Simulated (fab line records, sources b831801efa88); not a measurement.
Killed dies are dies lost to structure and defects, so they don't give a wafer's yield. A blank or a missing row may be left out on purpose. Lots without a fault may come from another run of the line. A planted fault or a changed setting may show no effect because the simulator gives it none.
fab line records | flow sky130
record lots=24 wafers=72 last_day=50
route steps=708 shown VIA1@459 METAL2@500 VIA2@521
lots that met no fault: from a run of the same line without faults
start_h: hours from the record's first day to the start of the lot's first wafer shown | wait_h: hours since the lot's step before | " the same as in the row above | L1.1+2: a row that stands for several wafers | - no value, or no start given | * or withheld: withheld | < > ~ a bound
route shown NAME@n: a module of which the file shows steps, and the number in the route of the first | usual: mean/standard deviation of fault-free wafers | same: alike in all rows | chamber/n: place in a boat | sites: the reading at each site | _std_site: their standard deviation | _edge_site: outer sites' mean less inner sites' | radius_mm: how far each site lies from the wafer's centre | mask NAME#n: copy n | behind: the tool/chamber that last shaped the wafer | hold: why the lot was held/for how many hours/how that ended | device: the transistor (n, p or np) that didn't switch | end of line: the same wafers' tests at the end of the route | a step without rows: its recipe alone | killed: dies lost to structure and defects at the first sort, not the wafer's yield | map: a wafer's dies, x killed, . not, _ none there
set.NAME: the setting as run; set.NAME@STEP: as run at that earlier step | model.NAME: the simulator's own value behind a step, which no gauge read
steps of the route over a sample of lots; a table a step, a row a wafer
services: from which hour (start_h, from the record's first day; less than 0 if before it) a tool's chamber was out of use, for how many hours, and why
## steps
# step SKY_VIA1_THK_MEAS_01
# recipe reads=SiO2_of_VIA1_HDPCVD_00
# usual VIA1_HDPCVD_THK=1032/12
# columns lot.wafer tool chamber start_h wait_h VIA1_HDPCVD_THK[nm]
L074.1 film_metro-01 - 761.98 0.1 1032
L074.2 " - " " 1028
L074.6 " - " " 1031
L075.2 film_metro-03 - 766.34 0.1 1025
L075.4 " - " " 1034
L075.5 " - " " 1040
L076.1 film_metro-02 - 775.16 0.1 1049
L076.5 " - " " 1040
L076.6 " - " " 1041
L077.2 film_metro-03 - 782.23 0.1 1054
L077.5 " - " " 1041
L077.6 " - " " 1033
L078.3 film_metro-02 - 793.44 0.1 1036
L078.4 " - " " 1046
L078.6 " - " " 1037
L079.2 film_metro-03 - 803.47 0.1 1043
L079.3 " - " " 1040
L079.4 " - " " 1052
L080.2 film_metro-03 - 804.69 0.1 1044
L080.5 " - " " 1031
L080.6 " - " " 1032
L081.1 film_metro-02 - 819.40 0.1 1034
L081.2 " - " " 1055
L081.6 " - " " 1047
L082.2 film_metro-01 - 833.68 0.1 1044
L082.4 " - " " 1036
L082.6 " - " " 1034
L083.2 film_metro-03 - 838.18 0.1 1043
L083.4 " - " " 1053
L083.6 " - " " 1035
L084.2 film_metro-02 - 844.29 0.1 1023
L084.4 " - " " 1027
L084.6 " - " " 1027
L085.1 film_metro-03 - 847.97 0.1 1030
L085.4 " - " " 1030
L085.5 " - " " 1017
L086.1 film_metro-03 - 860.24 0.1 1052
L086.2 " - " " 1052
L086.4 " - " " 1040
L087.3 film_metro-01 - 868.06 0.1 1039
L087.4 " - " " 1042
L087.6 " - " " 1032
L088.1 film_metro-01 - 869.54 0.1 1014
L088.4 " - " " 1039
L088.6 " - " " 1009
L089.1 film_metro-01 - 883.27 0.1 1015
L089.2 " - " " 1024
L089.4 " - " " 1011
L090.2 film_metro-02 - 887.99 0.1 1032
L090.5 " - " " 1032
L090.6 " - " " 1036
L091.2 film_metro-03 - 895.71 0.1 1046
L091.3 " - " " 1031
L091.4 " - " " 1037
L092.1 film_metro-03 - 898.44 0.1 1022
L092.3 " - " " 1017
L092.4 " - " " 1022
L094.2 film_metro-03 - 918.18 0.1 1032
L094.4 " - " " 1015
L094.6 " - " " 1024
L093.4 film_metro-03 - 920.67 0.0 1012
L093.5 " - " " 1017
L093.6 " - " " 1043
L095.3 film_metro-01 - 921.03 0.1 1036
L095.4 " - " " 1022
L095.5 " - " " 1010
L096.4 film_metro-03 - 927.47 0.0 1030
L096.5 " - " " 1009
L096.6 " - " " 1025
L097.3 film_metro-01 - 932.46 0.1 1026
L097.4 " - " " 1020
L097.5 " - " " 1036
# step SKY_METAL2_DESCUM_17
# recipe chemistry=O2 source_power_w=150 bias_power_w=0 pressure_mtorr=10 temp_c=40 time_s=8
# usual chamber_pressure_mTorr=9.999/0.0086 drypump_motor_current_A=5.6/0.43 oes_product_au=0.996/0.014
# columns lot.wafer tool chamber start_h wait_h chamber_pressure_mTorr drypump_motor_current_A oes_product_au rf_hours_counter_h
L074.1 rie_metal-03 0 817.57 0.0 9.988 5.4 0.970 14
L074.2 " 1 " " 9.997 5.9 1.021 15
L074.6 " 0 " " 10.006 5.4 0.986 -
L075.2 rie_metal-04 1 821.72 0.0 10.001 5.1 0.989 7
L075.4 " 1 " " 10.007 5.1 0.992 -
L075.5 " 0 " " 9.991 6.2 1.001 -
L076.1 rie_metal-02 1 830.52 0.0 10.011 5.3 0.995 18
L076.5 " 1 " " 10.022 5.2 1.008 -
L076.6 " 0 " " 9.983 5.7 1.003 -
L077.2 rie_metal-04 0 837.87 0.0 9.997 6.3 1.000 12
L077.5 " 0 " " 10.002 6.3 0.985 -
L077.6 " 1 " " 9.998 5.1 0.987 -
L078.3 rie_metal-03 1 847.74 0.0 10.002 5.9 1.032 -
L078.4 " 0 " " 9.998 5.4 0.987 -
L078.6 " 1 " " 9.990 5.9 1.022 -
L079.2 rie_metal-03 1 859.12 0.0 10.006 5.9 1.030 17
L079.3 " 1 " " 10.008 5.9 1.028 -
L079.4 " 0 " " 10.010 5.4 0.988 -
L080.2 rie_metal-02 0 860.31 0.0 9.988 5.7 1.015 -
L080.5 " 0 " " 10.018 5.7 1.017 -
L080.6 " 0 " " 10.012 5.7 1.010 -
L081.1 rie_metal-03 0 873.62 0.0 9.991 5.4 0.993 16
L081.2 " 1 " " 10.001 5.9 1.014 17
L081.6 " 0 " " 10.012 5.4 0.984 -
L082.2 rie_metal-04 1 888.05 0.0 9.992 5.1 0.989 11
L082.4 " 0 " " 10.004 6.3 0.997 -
L082.6 " 0 " " 10.000 6.3 1.012 -
L083.2 rie_metal-02 0 891.63 0.0 9.996 5.7 1.005 17
L083.4 " 1 " " 9.999 5.2 0.985 -
L083.6 " 1 " " 10.001 5.2 0.985 -
L084.2 rie_metal-04 1 898.92 0.0 10.002 5.1 0.989 11
L084.4 " 0 " " 9.988 6.2 1.005 -
L084.6 " 1 " " 9.999 5.1 1.001 -
L085.1 rie_metal-03 0 901.72 0.0 9.989 5.4 0.984 18
L085.4 " 0 " " 9.978 5.4 0.989 -
L085.5 " 0 " " 10.016 5.4 0.995 -
L086.1 rie_metal-02 1 913.75 0.0 9.979 5.3 0.982 2
L086.2 " 1 " " 9.998 5.2 0.990 -
L086.4 " 1 " " 10.001 5.2 0.986 -
L087.3 rie_metal-03 0 920.44 0.0 9.996 5.4 1.001 -
L087.4 " 0 " " 10.010 5.4 1.001 -
L087.6 " 0 " " 10.012 5.4 0.997 -
L088.1 rie_metal-02 1 922.80 0.0 9.989 5.2 0.983 4
L088.4 " 1 " " 9.997 5.2 0.983 -
L088.6 " 1 " " 9.998 5.3 0.993 -
L089.1 rie_metal-03 1 935.93 0.0 9.996 5.8 1.019 0
L089.2 " 0 " " 10.016 5.3 0.991 20
L089.4 " 1 " " 9.995 5.9 1.007 -
L090.2 rie_metal-04 1 940.57 0.0 9.994 5.1 0.994 13
L090.5 " 1 " " 9.997 5.1 0.983 -
L090.6 " 0 " " 9.989 6.3 1.003 -
L091.2 rie_metal-04 1 947.77 0.0 10.011 5.1 0.990 14
L091.3 " 0 " " 9.977 6.3 0.997 -
L091.4 " 1 " " 10.006 5.1 0.986 -
L092.1 rie_metal-02 0 949.52 0.0 10.005 5.8 0.995 1
L092.3 " 0 " " 9.989 5.7 0.992 -
L092.4 " 1 " " 9.994 5.3 0.983 -
L094.2 rie_metal-04 1 969.07 0.0 9.989 5.1 0.993 15
L094.4 " 1 " " 9.987 5.1 1.003 -
L094.6 " 0 " " 10.005 6.3 1.003 -
L093.4 rie_metal-04 0 971.18 0.0 10.000 6.3 0.994 -
L093.5 " 1 " " 10.009 5.1 0.981 -
L093.6 " 0 " " 9.990 6.3 0.995 -
L095.3 rie_metal-02 0 972.33 0.0 9.983 5.7 0.999 -
L095.4 " 1 " " 10.005 5.2 0.980 -
L095.5 " 0 " " 9.984 5.7 1.003 -
L096.4 rie_metal-04 1 978.01 0.0 10.005 5.1 0.998 -
L096.5 " 1 " " 10.005 5.1 0.982 -
L096.6 " 0 " " 10.000 6.3 1.006 -
L097.3 rie_metal-04 0 983.06 0.0 9.994 6.3 0.995 -
L097.4 " 1 " " 9.991 5.1 0.983 -
L097.5 " 1 " " 10.004 5.1 0.975 -
# step SKY_METAL2_ETCH_18
# recipe chemistry=N2/H2 target=BARC ion_energy_ev=200 bias_w=100 pressure_mtorr=30 n2_flow_sccm=100 h2_flow_sccm=200 icp_w=500 stop_on=SiO2 time_s=45.9 target_depth_a=600
# usual chamber_pressure_mTorr=29.998/0.029 drypump_motor_current_A=5.6/0.44 oes_product_au=0.855/0.0044 throttle_valve_pct=13.226/0.01
# columns lot.wafer tool chamber start_h wait_h chamber_pressure_mTorr drypump_motor_current_A oes_product_au rf_hours_counter_h throttle_valve_pct
L074.1 rie_metal-03 0 817.60 0.0 29.993 5.4 0.854 14 13.231
L074.2 " 1 " " 29.988 5.9 0.855 15 13.214
L074.6 " 0 " " 29.979 5.4 0.851 - 13.235
L075.2 rie_metal-04 1 821.75 0.0 30.034 5.1 0.849 7 13.228
L075.4 " 1 " " 29.958 5.1 0.859 - 13.233
L075.5 " 0 " " 30.000 6.3 0.858 - 13.238
L076.1 rie_metal-02 1 830.55 0.0 30.022 5.2 0.854 18 13.231
L076.5 " 1 " " 30.013 5.2 0.858 - 13.204
L076.6 " 0 " " 29.975 5.7 0.851 - 13.234
L077.2 rie_metal-04 0 837.90 0.0 30.029 6.3 0.856 12 13.254
L077.5 " 0 " " 30.063 6.3 0.855 - 13.214
L077.6 " 1 " " 29.954 5.1 0.851 - 13.216
L078.3 rie_metal-03 1 847.78 0.0 29.995 5.9 0.859 - 13.219
L078.4 " 0 " " 30.037 5.4 0.850 - 13.218
L078.6 " 1 " " 29.995 5.9 0.853 - 13.219
L079.2 rie_metal-03 1 859.15 0.0 30.014 5.9 0.856 17 13.229
L079.3 " 1 " " 30.022 5.9 0.851 - 13.206
L079.4 " 0 " " 29.963 5.4 0.853 - 13.235
L080.2 rie_metal-02 0 860.38 0.1 30.031 5.7 0.858 - 13.231
L080.5 " 0 " " 30.003 5.7 0.858 - 13.225
L080.6 " 0 " " 30.057 5.7 0.850 - 13.247
L081.1 rie_metal-03 0 873.65 0.0 29.955 5.4 0.859 16 13.224
L081.2 " 1 " " 29.993 5.9 0.858 17 13.234
L081.6 " 0 " " 29.992 5.4 0.845 - 13.214
L082.2 rie_metal-04 1 888.09 0.0 29.997 5.1 0.862 11 13.240
L082.4 " 0 " " 29.966 6.3 0.855 - 13.229
L082.6 " 0 " " 29.982 6.3 0.855 - 13.214
L083.2 rie_metal-02 0 891.66 0.0 29.967 5.7 0.855 17 13.219
L083.4 " 1 " " 29.987 5.3 0.859 - 13.217
L083.6 " 1 " " 29.992 5.3 0.848 - 13.229
L084.2 rie_metal-04 1 898.95 0.0 30.011 5.1 0.855 11 13.231
L084.4 " 0 " " 29.973 6.3 0.859 - 13.223
L084.6 " 1 " " 29.995 5.1 0.857 - 13.222
L085.1 rie_metal-03 0 901.78 0.1 30.046 5.4 0.859 18 13.221
L085.4 " 0 " " 30.006 5.4 0.862 - 13.234
L085.5 " 0 " " 29.998 5.4 0.853 - 13.239
L086.1 rie_metal-02 1 913.81 0.1 29.947 5.3 0.855 2 13.228
L086.2 " 1 " " 30.011 5.3 0.858 - 13.225
L086.4 " 1 " " 29.992 5.2 0.860 - 13.222
L087.3 rie_metal-03 0 920.52 0.1 29.910 5.4 0.855 - 13.230
L087.4 " 0 " " 30.024 5.4 0.851 - 13.229
L087.6 " 0 " " 30.002 5.4 0.856 - 13.227
L088.1 rie_metal-02 1 922.86 0.1 30.028 5.2 0.859 4 13.193
L088.4 " 1 " " 30.015 5.2 0.851 - 13.207
L088.6 " 1 " " 30.014 5.3 0.849 - 13.236
L089.1 rie_metal-03 1 935.96 0.0 29.998 5.9 0.858 0 13.226
L089.2 " 0 " " 30.014 5.4 0.849 20 13.232
L089.4 " 1 " " 30.017 5.9 0.851 - 13.232
L090.2 rie_metal-04 1 940.60 0.0 29.983 5.1 0.859 13 13.235
L090.5 " 1 " " 30.041 5.1 0.862 - 13.217
L090.6 " 0 " " 29.988 6.3 0.857 - 13.231
L091.2 rie_metal-04 1 947.80 0.0 30.059 5.1 0.858 14 13.212
L091.3 " 0 " " 30.019 6.3 0.850 - 13.220
L091.4 " 1 " " 30.009 5.1 0.856 - 13.240
L092.1 rie_metal-02 0 949.55 0.0 30.024 5.7 0.845 1 13.221
L092.3 " 0 " " 29.965 5.7 0.855 - 13.237
L092.4 " 1 " " 30.054 5.2 0.854 - 13.235
L094.2 rie_metal-04 1 969.10 0.0 29.937 5.1 0.855 15 13.223
L094.4 " 1 " " 30.011 5.1 0.857 - 13.236
L094.6 " 0 " " 29.996 6.3 0.855 - 13.221
L093.4 rie_metal-04 0 971.22 0.0 29.953 6.3 0.852 - 13.230
L093.5 " 1 " " 29.997 5.1 0.856 - 13.227
L093.6 " 0 " " 29.996 6.3 0.854 - 13.224
L095.3 rie_metal-02 0 972.37 0.0 30.019 5.7 0.853 - 13.229
L095.4 " 1 " " 29.978 5.3 0.864 - 13.219
L095.5 " 0 " " 30.008 5.7 0.854 - 13.233
L096.4 rie_metal-04 1 978.05 0.0 30.018 5.1 0.860 - 13.219
L096.5 " 1 " " 29.987 5.1 0.858 - 13.204
L096.6 " 0 " " 29.995 6.3 0.849 - 13.224
L097.3 rie_metal-04 0 983.10 0.0 29.999 6.3 0.854 - 13.214
L097.4 " 1 " " 30.027 5.1 0.861 - 13.223
L097.5 " 1 " " 29.957 5.1 0.850 - 13.235
# step SKY_METAL2_METAL_ETCH_19
# recipe target_depth_a=3600 stop_on=SiO2 over_etch_frac=0.3 time_s=78 chemistry=Cl2/BCl3 resist_sidewall_deg=88 pressure_mtorr=10 icp_w=900 bias_w=48.5 Cl2_flow_sccm=60 bcl3_flow_sccm=30
# usual chamber_pressure_mTorr=10.000/0.0086 drypump_motor_current_A=5.6/0.44 oes_product_au=0.853/0.0062 throttle_valve_pct=22.264/0.0097
# columns lot.wafer tool chamber start_h wait_h chamber_pressure_mTorr drypump_motor_current_A oes_product_au rf_hours_counter_h throttle_valve_pct
L074.1 rie_metal-03 0 817.66 0.0 10.012 5.4 0.854 14 22.258
L074.2 " 1 " " 10.000 5.9 0.856 15 22.265
L074.6 " 0 " " 9.994 5.3 0.864 - 22.261
L075.2 rie_metal-04 1 821.81 0.0 9.992 5.1 0.851 8 22.279
L075.4 " 1 " " 9.999 5.1 0.849 - 22.272
L075.5 " 0 " " 10.006 6.3 0.855 - 22.262
L076.1 rie_metal-02 1 830.61 0.0 9.992 5.2 0.853 18 22.287
L076.5 " 1 " " 10.012 5.3 0.858 - 22.259
L076.6 " 0 " " 9.997 5.7 0.847 - 22.256
L077.2 rie_metal-04 0 837.96 0.0 9.989 6.3 0.862 12 22.269
L077.5 " 0 " " 10.002 6.3 0.862 - 22.266
L077.6 " 1 " " 10.001 5.1 0.859 - 22.251
L078.3 rie_metal-03 1 847.85 0.1 10.011 5.9 0.852 - 22.276
L078.4 " 0 " " 10.000 5.4 0.854 - 22.254
L078.6 " 1 " " 9.994 5.9 0.845 - 22.250
L079.2 rie_metal-03 1 859.21 0.0 9.994 5.9 0.850 17 22.260
L079.3 " 1 " " 10.008 5.9 0.849 - 22.269
L079.4 " 0 " " 10.003 5.4 0.859 - 22.276
L080.2 rie_metal-02 0 860.52 0.1 10.016 5.7 0.846 - 22.266
L080.5 " 0 " " 9.997 5.7 0.855 - 22.250
L080.6 " 0 " " 10.009 5.7 0.859 - 22.273
L081.1 rie_metal-03 0 873.71 0.0 10.007 5.4 0.869 16 22.260
L081.2 " 1 " " 10.003 5.9 0.852 17 22.254
L081.6 " 0 " " 10.001 5.4 0.857 - 22.276
L082.2 rie_metal-04 1 888.17 0.1 10.008 5.1 0.852 11 22.271
L082.4 " 0 " " 10.024 6.3 0.861 - 22.265
L082.6 " 0 " " 10.000 6.3 0.858 - 22.256
L083.2 rie_metal-02 0 891.72 0.0 10.008 5.7 0.858 17 22.261
L083.4 " 1 " " 10.005 5.3 0.862 - 22.263
L083.6 " 1 " " 10.006 5.3 0.859 - 22.256
L084.2 rie_metal-04 1 899.01 0.0 9.997 5.1 0.856 11 22.272
L084.4 " 0 " " 9.999 6.3 0.858 - 22.262
L084.6 " 1 " " 9.991 5.1 0.848 - 22.259
L085.1 rie_metal-03 0 901.91 0.1 9.998 5.4 0.856 18 22.282
L085.4 " 0 " " 10.005 5.4 0.855 - 22.264
L085.5 " 0 " " 9.991 5.4 0.849 - 22.263
L086.1 rie_metal-02 1 913.94 0.1 10.006 5.2 0.854 2 22.274
L086.2 " 1 " " 9.999 5.2 0.861 - 22.252
L086.4 " 1 " " 10.011 5.3 0.845 - 22.277
L087.3 rie_metal-03 0 920.67 0.1 10.007 5.4 0.857 - 22.276
L087.4 " 0 " " 9.998 5.4 0.846 - 22.277
L087.6 " 0 " " 10.007 5.4 0.858 - 22.272
L088.1 rie_metal-02 1 922.99 0.1 9.990 5.3 0.838 4 22.258
L088.4 " 1 " " 10.012 5.2 0.848 - 22.273
L088.6 " 1 " " 9.988 5.2 0.850 - 22.261
L089.1 rie_metal-03 1 936.03 0.0 9.995 5.9 0.849 0 22.262
L089.2 " 0 " " 9.997 5.3 0.863 20 22.266
L089.4 " 1 " " 10.002 5.9 0.845 - 22.276
L090.2 rie_metal-04 1 940.66 0.0 10.013 5.1 0.849 13 22.254
L090.5 " 1 " " 9.992 5.1 0.858 - 22.257
L090.6 " 0 " " 9.992 6.3 0.852 - 22.258
L091.2 rie_metal-04 1 947.86 0.0 9.984 5.1 0.851 14 22.260
L091.3 " 0 " " 9.990 6.3 0.858 - 22.252
L091.4 " 1 " " 10.004 5.1 0.851 - 22.270
L092.1 rie_metal-02 0 949.61 0.0 9.979 5.7 0.852 1 22.268
L092.3 " 0 " " 9.993 5.7 0.848 - 22.269
L092.4 " 1 " " 9.999 5.2 0.858 - 22.265
L094.2 rie_metal-04 1 969.16 0.0 9.989 5.1 0.847 15 22.261
L094.4 " 1 " " 9.997 5.0 0.840 - 22.258
L094.6 " 0 " " 10.013 6.3 0.856 - 22.275
L093.4 rie_metal-04 0 971.29 0.1 9.992 6.3 0.850 - 22.261
L093.5 " 1 " " 9.991 5.1 0.843 - 22.265
L093.6 " 0 " " 10.012 6.3 0.853 - 22.260
L095.3 rie_metal-02 0 972.44 0.1 9.984 5.7 0.852 - 22.261
L095.4 " 1 " " 9.997 5.3 0.850 - 22.262
L095.5 " 0 " " 9.999 5.7 0.859 - 22.254
L096.4 rie_metal-04 1 978.12 0.1 9.996 5.1 0.863 - 22.256
L096.5 " 1 " " 10.007 5.1 0.868 - 22.277
L096.6 " 0 " " 9.998 6.3 0.860 - 22.273
L097.3 rie_metal-04 0 983.17 0.1 9.994 6.3 0.864 - 22.252
L097.4 " 1 " " 10.005 5.1 0.858 - 22.257
L097.5 " 1 " " 10.004 5.1 0.860 - 22.263
# step SKY_VIA2_ETCH_14
# recipe chemistry=N2/H2 target=BARC ion_energy_ev=200 source_w=500 bias_w=100 pressure_mtorr=30 n2_flow_sccm=100 h2_flow_sccm=200 stop_on=SiO2 time_s=45.9 target_depth_a=600
# usual chamber_pressure_mTorr=30.000/0.024 drypump_motor_current_A=5.7/0.54 oes_product_au=0.855/0.005 throttle_valve_pct=13.225/0.0084
# columns lot.wafer tool chamber start_h wait_h chamber_pressure_mTorr drypump_motor_current_A oes_product_au rf_hours_counter_h throttle_valve_pct
L074.1 rie_diel-01 3 845.17 0.0 29.976 5.2 0.851 9 13.206
L074.2 " 1 " " 29.990 6.6 0.855 0 13.230
L074.6 " 1 " " 29.997 6.6 0.857 - 13.222
L075.2 rie_diel-01 3 849.60 0.0 29.942 5.2 0.851 9 13.226
L075.4 " 1 " " 30.032 6.6 0.844 0 13.221
L075.5 " 1 " " 30.012 6.6 0.845 - 13.217
L076.1 rie_diel-01 0 858.70 0.0 29.998 5.2 0.857 27 13.226
L076.5 " 3 " " 29.986 5.2 0.855 - 13.234
L076.6 " 2 " " 29.959 5.2 0.853 - 13.225
L077.2 rie_diel-01 1 865.12 0.0 30.002 6.6 0.845 1 13.216
L077.5 " 2 " " 29.954 5.2 0.857 - 13.237
L077.6 " 3 " " 29.997 5.2 0.858 - 13.225
L078.3 rie_diel-02 3 875.00 0.0 30.018 5.8 0.854 8 13.213
L078.4 " 0 " " 29.944 5.2 0.837 5 13.235
L078.6 " 3 " " 30.070 5.8 0.858 - 13.221
L079.2 rie_diel-02 2 885.93 0.0 30.016 5.6 0.855 17 13.222
L079.3 " 1 " " 29.960 6.0 0.854 6 13.224
L079.4 " 0 " " 29.982 5.2 0.861 5 13.240
L080.2 rie_diel-02 2 888.12 0.0 29.989 5.5 0.856 17 13.213
L080.5 " 2 " " 29.997 5.6 0.854 - 13.219
L080.6 " 3 " " 30.003 5.8 0.856 - 13.224
L081.1 rie_diel-01 2 900.77 0.0 29.991 5.2 0.854 28 13.226
L081.2 " 0 " " 29.997 5.2 0.851 28 13.225
L081.6 " 3 " " 30.031 5.3 0.847 - 13.225
L082.2 rie_diel-01 1 915.30 0.0 30.000 6.6 0.861 3 13.228
L082.4 " 1 " " 30.018 6.6 0.855 - 13.229
L082.6 " 2 " " 30.057 5.2 0.856 - 13.225
L083.2 rie_diel-01 2 918.57 0.0 29.979 5.2 0.863 28 13.225
L083.4 " 0 " " 29.971 5.2 0.860 29 13.217
L083.6 " 3 " " 29.980 5.2 0.854 - 13.228
L084.2 rie_diel-03 0 925.73 0.0 29.980 5.3 0.862 5 13.234
L084.4 " 1 " " 29.965 6.4 0.857 12 13.223
L084.6 " 3 " " 29.987 6.3 0.858 - 13.218
L085.1 rie_diel-02 1 928.48 0.0 30.002 6.0 0.852 8 13.223
L085.4 " 0 " " 29.997 5.2 0.854 6 13.222
L085.5 " 0 " " 29.976 5.2 0.856 - 13.216
L086.1 rie_diel-03 0 939.73 0.0 29.996 5.4 0.858 5 13.220
L086.2 " 1 " " 30.031 6.4 0.853 12 13.228
L086.4 " 2 " " 29.983 6.4 0.847 14 13.228
L087.3 rie_diel-02 2 946.38 0.0 30.012 5.5 0.856 19 13.230
L087.4 " 3 " " 29.999 5.8 0.855 10 13.228
L087.6 " 1 " " 30.023 6.0 0.857 - 13.226
L088.1 rie_diel-03 1 948.48 0.0 30.006 6.4 0.859 12 13.227
L088.4 " 3 " " 30.048 6.3 0.863 18 13.224
L088.6 " 0 " " 29.980 5.3 0.850 - 13.225
L089.1 rie_diel-03 0 961.30 0.0 30.022 5.3 0.849 6 13.227
L089.2 " 3 " " 30.011 6.3 0.856 19 13.218
L089.4 " 1 " " 29.991 6.4 0.857 12 13.219
L090.2 rie_diel-02 1 965.77 0.0 29.995 6.0 0.853 9 13.230
L090.5 " 2 " " 29.992 5.6 0.857 - 13.236
L090.6 " 1 " " 29.969 6.0 0.849 - 13.233
L091.2 rie_diel-01 2 973.25 0.0 30.032 5.2 0.860 30 13.201
L091.3 " 0 " " 29.997 5.2 0.865 30 13.199
L091.4 " 1 " " 30.008 6.6 0.848 5 13.226
L092.1 rie_diel-01 0 976.38 0.0 30.026 5.2 0.854 30 13.229
L092.3 " 3 " " 30.017 5.2 0.848 13 13.229
L092.4 " 2 " " 29.994 5.2 0.861 30 13.229
L094.2 rie_diel-03 2 993.88 0.0 30.011 6.4 0.864 15 13.220
L094.4 " 1 " " 30.013 6.3 0.852 13 13.235
L094.6 " 0 " " 30.048 5.3 0.854 - 13.231
L093.4 rie_diel-02 0 996.22 0.0 29.993 5.2 0.866 8 13.205
L093.5 " 0 " " 29.999 5.2 0.861 - 13.225
L093.6 " 3 " " 30.004 5.8 0.854 - 13.237
L095.3 rie_diel-02 0 997.52 0.0 30.021 5.2 0.852 8 13.226
L095.4 " 2 " " 29.975 5.5 0.858 20 13.229
L095.5 " 3 " " 29.975 5.8 0.857 - 13.232
L096.4 rie_diel-01 1 1003.00 0.0 29.971 6.6 0.856 6 13.225
L096.5 " 0 " " 30.008 5.2 0.848 - 13.236
L096.6 " 1 " " 29.977 6.6 0.852 - 13.222
L097.3 rie_diel-03 0 1008.50 0.0 30.000 5.3 0.844 7 13.244
L097.4 " 1 " " 30.019 6.3 0.846 14 13.235
L097.5 " 0 " " 29.983 5.3 0.855 - 13.233
# step SKY_VIA2_ETCH_15
# recipe target=SiO2 chemistry=C4F8/O2/Ar target_depth_nm=546 stop_on=TiN mask_material=KrF-thick source_w=1500 bias_w=1200 pressure_mtorr=40 c4f8_flow_sccm=withheld O2_flow_sccm=6 Ar_flow_sccm=300 time_s=84
# usual chamber_pressure_mTorr=40.00/0.033 oes_product_au=0.939/0.0042
# columns lot.wafer tool chamber start_h wait_h chamber_pressure_mTorr oes_product_au rf_hours_counter_h
L074.1 rie_diel-01 3 845.21 0.0 39.95 0.943 9
L074.2 " 1 " " 39.99 0.946 0
L074.6 " 1 " " 39.93 0.936 -
L075.2 rie_diel-01 3 849.64 0.0 40.00 0.942 9
L075.4 " 1 " " 39.98 0.943 0
L075.5 " 1 " " 40.01 0.936 -
L076.1 rie_diel-01 0 858.74 0.0 40.04 0.942 27
L076.5 " 3 " " 39.97 0.941 -
L076.6 " 2 " " 39.98 0.942 -
L077.2 rie_diel-01 1 865.16 0.0 40.00 0.934 1
L077.5 " 2 " " 39.94 0.938 -
L077.6 " 3 " " 39.98 0.943 -
L078.3 rie_diel-02 3 875.04 0.0 39.85 0.940 8
L078.4 " 0 " " 40.03 0.934 5
L078.6 " 3 " " 39.98 0.938 -
L079.2 rie_diel-02 2 885.97 0.0 40.02 0.946 17
L079.3 " 1 " " 40.02 0.937 6
L079.4 " 0 " " 40.00 0.947 5
L080.2 rie_diel-02 2 888.16 0.0 39.98 0.941 17
L080.5 " 2 " " 39.98 0.941 -
L080.6 " 3 " " 39.96 0.935 -
L081.1 rie_diel-01 2 900.81 0.0 40.00 0.937 28
L081.2 " 0 " " 39.99 0.939 28
L081.6 " 3 " " 40.01 0.939 -
L082.2 rie_diel-01 1 915.34 0.0 39.96 0.939 3
L082.4 " 1 " " 40.02 0.938 -
L082.6 " 2 " " 39.97 0.938 -
L083.2 rie_diel-01 2 918.61 0.0 39.98 0.935 28
L083.4 " 0 " " 39.99 0.939 29
L083.6 " 3 " " 39.98 0.946 -
L084.2 rie_diel-03 0 925.77 0.0 40.08 0.935 5
L084.4 " 2 " " 40.00 0.935 13
L084.6 " 0 " " 39.99 0.940 -
L085.1 rie_diel-02 1 928.52 0.0 39.99 0.948 8
L085.4 " 0 " " 40.03 0.944 7
L085.5 " 0 " " 39.96 0.942 -
L086.1 rie_diel-03 0 939.77 0.0 39.99 0.929 5
L086.2 " 1 " " 39.97 0.941 12
L086.4 " 2 " " 40.02 0.931 14
L087.3 rie_diel-02 2 946.42 0.0 39.96 0.932 19
L087.4 " 3 " " 39.98 0.938 10
L087.6 " 1 " " 39.97 0.947 -
L088.1 rie_diel-03 1 948.52 0.0 40.04 0.939 12
L088.4 " 3 " " 40.02 0.940 18
L088.6 " 0 " " 40.02 0.943 -
L089.1 rie_diel-03 0 961.34 0.0 39.96 0.948 6
L089.2 " 3 " " 40.01 0.940 19
L089.4 " 1 " " 39.96 0.942 12
L090.2 rie_diel-02 1 965.81 0.0 39.98 0.942 9
L090.5 " 2 " " 40.02 0.939 -
L090.6 " 1 " " 39.99 0.929 -
L091.2 rie_diel-01 2 973.29 0.0 39.99 0.935 30
L091.3 " 0 " " 39.99 0.937 30
L091.4 " 1 " " 39.99 0.942 5
L092.1 rie_diel-01 0 976.42 0.0 40.00 0.937 30
L092.3 " 3 " " 40.03 0.943 13
L092.4 " 2 " " 40.05 0.933 30
L094.2 rie_diel-03 2 993.92 0.0 39.98 0.940 15
L094.4 " 1 " " 39.96 0.942 13
L094.6 " 0 " " 39.98 0.935 -
L093.4 rie_diel-02 0 996.26 0.0 40.03 0.940 8
L093.5 " 0 " " 40.01 0.935 -
L093.6 " 3 " " 40.02 0.941 -
L095.3 rie_diel-02 0 997.56 0.0 40.01 0.935 8
L095.4 " 2 " " 40.03 0.937 20
L095.5 " 3 " " 40.03 0.940 -
L096.4 rie_diel-01 1 1003.04 0.0 40.04 0.944 6
L096.5 " 0 " " 40.03 0.936 -
L096.6 " 1 " " 40.01 0.942 -
L097.3 rie_diel-03 0 1008.54 0.0 40.04 0.939 7
L097.4 " 1 " " 39.94 0.937 14
L097.5 " 0 " " 40.05 0.948 -
## services
# columns tool chamber start_h hours kind
rie_metal-02 1 848.02 - clean
rie_metal-02 1 848.02 16.0 scheduled_down
rie_metal-02 1 848.02 16.0 vent_cycle
rie_metal-04 0 852.12 6.8 repair
rie_diel-03 0 852.65 8.7 repair
rie_diel-01 2 859.01 1.7 repair
rie_metal-03 1 881.61 10.6 repair
rie_diel-03 0 886.30 2.8 repair
rie_metal-03 1 892.20 - clean
rie_metal-03 1 892.20 30.7 scheduled_down
rie_metal-03 1 892.20 30.7 vent_cycle
rie_diel-01 3 901.56 15.3 repair
rie_diel-03 - 907.49 4.7 repair
rie_metal-02 0 912.05 - clean
rie_diel-01 0 924.03 25.8 repair
rie_diel-01 1 924.27 1.3 repair
rie_diel-01 2 942.74 4.6 repair
rie_diel-03 0 952.73 5.5 repair
rie_diel-01 0 966.26 1.9 repair
rie_diel-01 1 977.61 3.3 repair
rie_metal-02 - 1002.45 1.4 pm
rie_metal-04 0 1002.78 - clean
rie_metal-04 0 1002.78 22.0 scheduled_down
rie_metal-04 0 1002.78 22.0 vent_cycle
## key
fault none
